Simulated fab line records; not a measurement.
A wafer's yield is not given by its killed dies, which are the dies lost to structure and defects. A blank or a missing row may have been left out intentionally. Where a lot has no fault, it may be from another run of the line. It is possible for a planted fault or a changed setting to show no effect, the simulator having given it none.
Struck lot and sound lot, side by side + flow sky130 + 14 out of 708 route steps
Sound: the wafers L930.2, L930.3, L930.4. Wafers struck: L928.1, L928.2, L928.4. The cause is given at the end.
Each step with rows lists, per side, the tool, then ch with its chambers, then its first start. Under that, the readings that differ: sound wafers + struck wafers + difference of the means + sigmas: that difference in standard deviations of wafers without a fault.
alike: a reading whose means differ by less than 2 such deviations, as well as words and numbers matching on both sides. not compared: withheld readings; readings where some wafer has no value; bounds like >300 that might hide an equal value; numbers whose values overlap and for which the record gives no deviation.
A row with sigmas, a row that says differs or no value, or rows on one side alone: a step with any of these is where the two part. Numbers that don't overlap but have no deviation are shown without sigmas and don't part them. A reading that every wafer of one side lacks parts them only if that side has two wafers or more.

SKY_METAL3_SPUTTER_04: material TiN, target thk 70 nm, time 58.3 s.
  sound on pvd-sputter-03, day 42 11:57; struck on pvd-sputter-03, day 41 12:56
  alike: throttle-valve-pct
SKY_CAPM_CVD_00: deposits SiO2, target thk 15.5 nm.
  sound on pecvd-04 ch 0,1, day 42 12:00; struck on pecvd-01 ch 0,1, day 41 12:59
  alike: heater-power-w
SKY_CAPM_THK_MEAS_01:
  sound on film-metro-04, day 42 12:02; struck on film-metro-02, day 41 13:00
  alike: CAPM_CVD_00_THK
SKY_CAPM_SPUTTER_02: material TiN, target thk 200 nm, time 158.6 s.
  sound on pvd-sputter-02, day 42 12:05; struck on pvd-sputter-02, day 41 13:04
  alike: throttle-valve-pct
SKY_CAPM_RS_MEAS_03: the measuring method here is four-point-probe.
  sound on film-metro-02, day 42 12:13; struck on film-metro-04, day 41 13:10
  alike: CAPM_TIN_RS
SKY_CAPM_THK_MEAS_04: measures by xrf.
  sound on film-metro-02, day 42 12:19; struck on film-metro-04, day 41 13:17
  alike: CAPM_TIN_THK
then, 6 steps without rows for these wafers: SKY_CAPM_DEHYDRATE_05 (time 60 s); SKY_CAPM_HMDS_06 (prime time 60 s); SKY_CAPM_COAT_07 (resist thk 1140 nm); SKY_CAPM_SOFTBAKE_08 (time 60 s); SKY_CAPM_EXPOSE_09 (exposes mask CAPM, target cd 1000 nm); SKY_CAPM_PEB_10.
SKY_CAPM_DEVELOP_11: develop time 60 s.
  sound on litho-track-02 ch 0, day 43 10:37; struck on litho-track-01, day 42 12:31
  no value came back on the struck wafers for chill-plate-temp-C (C), develop-time-s (s); on the sound wafers chill-plate-temp-C (C) reads 23.08 23.26 23.01
SKY_CAPM_OVL_MEAS_12:
  sound on overlay-02, day 43 10:44; struck on overlay-02, day 42 12:40
| reading       | sound       | struck | difference                    | sigmas |
|---------------|-------------|--------|-------------------------------|--------|
| CAPM_OVL (nm) | 1.1 0.3 0.4 | - - -  | no value on the struck wafers |        |

## WHERE THEY PART
Last at SKY_CAPM_OVL_MEAS_12 as far as this record goes, first at SKY_CAPM_DEVELOP_11.

WHY: whatever the simulator had introduced
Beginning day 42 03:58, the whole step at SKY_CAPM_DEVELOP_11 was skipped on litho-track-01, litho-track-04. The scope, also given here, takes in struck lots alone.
